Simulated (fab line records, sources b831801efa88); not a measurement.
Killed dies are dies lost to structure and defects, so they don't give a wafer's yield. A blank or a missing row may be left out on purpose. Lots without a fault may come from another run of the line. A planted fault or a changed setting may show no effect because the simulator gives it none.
Which tool did it? | flow sfq_line | 14 lots, 42 wafers sampled, at 4 steps of a route of 325

WHAT THE GAUGES READ, wafer by wafer
The record holds no reading of a measuring or inspecting step that can be judged against a usual standard deviation.

WHICH TOOL RAN EACH LOT (tool, then ch and the chambers of the sampled wafers, then the start)
lot  | SFQ_TRILAYER_JJ_CE_ETCH_RIE_118   | SFQ_TRILAYER_I6_VIA_STRIP_STRIP_173 | SFQ_TRILAYER_M7_DEP_SPUTTER_175 | SFQ_TRILAYER_I7_DEP_PECVD_183
L375 | rie_metal-04 ch 0,1, day 54 18:37 | rie_metal-01 ch 0,1, day 67 11:11   | pvd_sputter-05, day 67 12:00    | pecvd-01 ch 0,2, day 67 20:13
L376 | rie_metal-03 ch 0,1, day 55 03:01 | rie_metal-02 ch 0,1, day 67 19:49   | pvd_sputter-06, day 67 20:37    | pecvd-02 ch 0,1, day 68 00:09
L377 | rie_metal-04 ch 0,1, day 55 04:13 | rie_metal-02 ch 0,1, day 69 05:22   | pvd_sputter-05, day 69 06:23    | pecvd-02 ch 0,2, day 69 13:14
L380 | rie_metal-04 ch 0,1, day 55 09:55 | rie_metal-02 ch 0,1, day 72 23:44   | pvd_sputter-03, day 73 00:32    | pecvd-03 ch 0,2, day 73 04:46
L382 | rie_metal-03 ch 0,1, day 55 12:19 | rie_metal-01 ch 0,1, day 73 14:08   | pvd_sputter-03, day 73 14:56    | pecvd-01 ch 0,1,2, day 73 18:27
L383 | rie_metal-02 ch 0,1, day 60 18:00 | rie_metal-04 ch 0,1, day 74 15:27   | pvd_sputter-03, day 74 16:15    | pecvd-02 ch 1,2, day 75 01:57
L388 | rie_metal-03 ch 0,1, day 62 16:48 | rie_metal-02 ch 0,1, day 76 03:34   | pvd_sputter-03, day 76 04:23    | pecvd-01 ch 0,2, day 76 07:53
L390 | rie_metal-03 ch 0,1, day 63 08:26 | rie_metal-02 ch 0,1, day 76 14:22   | pvd_sputter-05, day 76 15:11    | pecvd-01 ch 0,1,2, day 76 18:41
L392 | rie_metal-03 ch 0,1, day 64 03:53 | rie_metal-01 ch 0,1, day 76 21:34   | pvd_sputter-05, day 76 22:33    | pecvd-03 ch 1,2, day 77 02:04
L394 | rie_metal-04 ch 0,1, day 66 18:40 | rie_metal-01 ch 0,1, day 78 14:22   | pvd_sputter-03, day 78 15:11    | pecvd-02 ch 0,1,2, day 78 18:43
L395 | rie_metal-03 ch 0,1, day 67 01:52 | rie_metal-01 ch 1, day 78 19:10     | pvd_sputter-05, day 78 19:59    | pecvd-02 ch 0,1,2, day 78 23:32
L396 | rie_metal-03 ch 0,1, day 67 09:05 | rie_metal-04 ch 0,1, day 79 02:46   | pvd_sputter-03, day 79 03:23    | pecvd-01 ch 0,2, day 79 14:08
L397 | rie_metal-02 ch 0,1, day 67 16:41 | rie_metal-01 ch 0, day 79 05:07     | pvd_sputter-06, day 79 05:55    | pecvd-02 ch 0,1,2, day 79 15:20
L398 | rie_metal-03 ch 0,1, day 67 21:29 | rie_metal-02 ch 0,1, day 79 06:19   | pvd_sputter-05, day 79 07:08    | pecvd-01 ch 0,2, day 79 16:34
- SFQ_TRILAYER_JJ_CE_ETCH_RIE_118: chemistry SF6, target Nb, stops on Al2O3, time 97.7 s, target depth 170 nm.
- SFQ_TRILAYER_I6_VIA_STRIP_STRIP_173: strips in O2.
- SFQ_TRILAYER_M7_DEP_SPUTTER_175: material Nb, target thk 200 nm, time 133.3 s.
- SFQ_TRILAYER_I7_DEP_PECVD_183: deposits SiO2 from SiH4/N2O, time 111.11 s, target thk 500 nm.

WHAT THE TOOLS THEMSELVES READ (means of the sampled wafers that have a number; where no wafer has one, the mark that the record gives instead)
SFQ_TRILAYER_JJ_CE_ETCH_RIE_118. Usual: chamber_pressure_mTorr 10.001 mTorr, standard deviation 0.0097; drypump_motor_current_A 5.41 A, standard deviation 0.28; oes_product_au 0.988 a.u., standard deviation 0.0084.
lot  | tool         | chamber_pressure_mTorr (mTorr) | drypump_motor_current_A (A) | oes_product_au (a.u.) | flag
L375 | rie_metal-04 | 9.991                          | 5.42                        | 0.987                 |
L376 | rie_metal-03 | 9.999                          | 5.46                        | 0.982                 |
L377 | rie_metal-04 | 9.996                          | 5.41                        | 0.989                 |
L380 | rie_metal-04 | 10.005                         | 5.39                        | 0.993                 |
L382 | rie_metal-03 | 10.006                         | 5.44                        | 0.982                 |
L383 | rie_metal-02 | 10.002                         | 5.81                        | 0.985                 |
L388 | rie_metal-03 | 10.003                         | 5.23                        | 0.991                 |
L390 | rie_metal-03 | 9.999                          | 5.24                        | 0.989                 |
L392 | rie_metal-03 | 10.002                         | 5.44                        | 0.982                 |
L394 | rie_metal-04 | 10.007                         | 5.38                        | 0.988                 |
L395 | rie_metal-03 | 10.005                         | 5.47                        | 0.982                 |
L396 | rie_metal-03 | 10.004                         | 5.24                        | 0.986                 |
L397 | rie_metal-02 | 10.008                         | 5.81                        | 0.982                 |
L398 | rie_metal-03 | 10.006                         | 5.23                        | 0.988                 |

SFQ_TRILAYER_I6_VIA_STRIP_STRIP_173. Usual: chamber_pressure_mTorr 50.00 mTorr, standard deviation 0.049; drypump_motor_current_A 5.7 A, standard deviation 0.31; oes_product_au 0.994 a.u., standard deviation 0.012; platen_temp_c 39.99 C, standard deviation 0.1.
lot  | tool         | chamber_pressure_mTorr (mTorr) | drypump_motor_current_A (A) | oes_product_au (a.u.) | platen_temp_c (C) | flag
L375 | rie_metal-01 | 49.99                          | 5.6                         | 0.970                 | 39.95             |
L376 | rie_metal-02 | 49.99                          | 5.8                         | 0.990                 | 40.05             |
L377 | rie_metal-02 | 50.00                          | 5.7                         | 0.993                 | 40.12             |
L380 | rie_metal-02 | 49.96                          | 5.7                         | 1.009                 | 39.99             |
L382 | rie_metal-01 | -                              | -                           | -                     | -                 | OFF
L383 | rie_metal-04 | -                              | -                           | -                     | -                 | OFF
L388 | rie_metal-02 | 50.01                          | 5.8                         | 1.003                 | 40.03             |
L390 | rie_metal-02 | 50.01                          | 5.7                         | 1.002                 | 39.98             |
L392 | rie_metal-01 | 49.98                          | 5.6                         | 0.983                 | 39.92             |
L394 | rie_metal-01 | 50.01                          | 5.8                         | 0.989                 | 40.01             |
L395 | rie_metal-01 | 49.96                          | 6.1                         | 0.994                 | 39.96             |
L396 | rie_metal-04 | 50.02                          | 5.3                         | 1.012                 | 39.91             |
L397 | rie_metal-01 | 50.02                          | 5.3                         | 0.983                 | 40.17             |
L398 | rie_metal-02 | 49.97                          | 5.8                         | 0.994                 | 40.03             |

SFQ_TRILAYER_M7_DEP_SPUTTER_175. Usual: substrate_temp_c 20.00 C, standard deviation 0.094; throttle_valve_pct 30.1 %, standard deviation 1.2.
lot  | tool           | substrate_temp_c (C) | throttle_valve_pct (%) | flag
L375 | pvd_sputter-05 | 20.00                | 30.0                   |
L376 | pvd_sputter-06 | 20.01                | 30.3                   |
L377 | pvd_sputter-05 | 20.14                | 28.9                   |
L380 | pvd_sputter-03 | 20.04                | 30.3                   |
L382 | pvd_sputter-03 | 20.02                | 30.0                   |
L383 | pvd_sputter-03 | 20.00                | 29.0                   |
L388 | pvd_sputter-03 | 20.10                | 29.0                   |
L390 | pvd_sputter-05 | 20.01                | 29.7                   |
L392 | pvd_sputter-05 | 19.98                | 29.8                   |
L394 | pvd_sputter-03 | 20.05                | 30.1                   |
L395 | pvd_sputter-05 | 20.03                | 30.3                   |
L396 | pvd_sputter-03 | 20.00                | 29.7                   |
L397 | pvd_sputter-06 | 19.92                | 30.3                   |
L398 | pvd_sputter-05 | 20.05                | 31.6                   |

SFQ_TRILAYER_I7_DEP_PECVD_183. Usual: heater_power_w 81 W, standard deviation 15; throttle_valve_pct 24.9 %, standard deviation 2.1.
lot  | tool     | heater_power_w (W) | throttle_valve_pct (%) | flag
L375 | pecvd-01 | 74                 | 26.5                   |
L376 | pecvd-02 | 82                 | 23.8                   |
L377 | pecvd-02 | 75                 | 24.1                   |
L380 | pecvd-03 | 86                 | 22.2                   |
L382 | pecvd-01 | 82                 | 27.4                   |
L383 | pecvd-02 | 81                 | 23.3                   |
L388 | pecvd-01 | 72                 | 26.2                   |
L390 | pecvd-01 | 81                 | 27.3                   |
L392 | pecvd-03 | 73                 | 22.8                   |
L394 | pecvd-02 | 77                 | 24.1                   |
L395 | pecvd-02 | 76                 | 24.1                   |
L396 | pecvd-01 | 64                 | 26.6                   |
L397 | pecvd-02 | 81                 | 24.0                   |
L398 | pecvd-01 | 72                 | 26.4                   |

THE ANSWER, worked out from the rows above alone
Rule: a lot is off if the mean of its wafers that have a number lies more than 3 standard deviations from the usual mean. A lot without any number at a reading at which 4 lots or more have one is off too. The other lots that the step has rows for count as sound. The gauges are gone through in route order, then the tools' own readings, and for those a lot's mean is taken as printed above. The first step at which some lot is off is used, and at that step the reading that is off furthest; a lot without a number counts as furthest.
Off: L382, L383, at SFQ_TRILAYER_I6_VIA_STRIP_STRIP_173 (chamber_pressure_mTorr). Without a number there: L382, L383.
A tool fits if, at that step or a process step before it, it ran every lot that is off, and no sound lot after the first of them. None of those tried fits.

WHAT THE SIMULATOR HAD PUT IN
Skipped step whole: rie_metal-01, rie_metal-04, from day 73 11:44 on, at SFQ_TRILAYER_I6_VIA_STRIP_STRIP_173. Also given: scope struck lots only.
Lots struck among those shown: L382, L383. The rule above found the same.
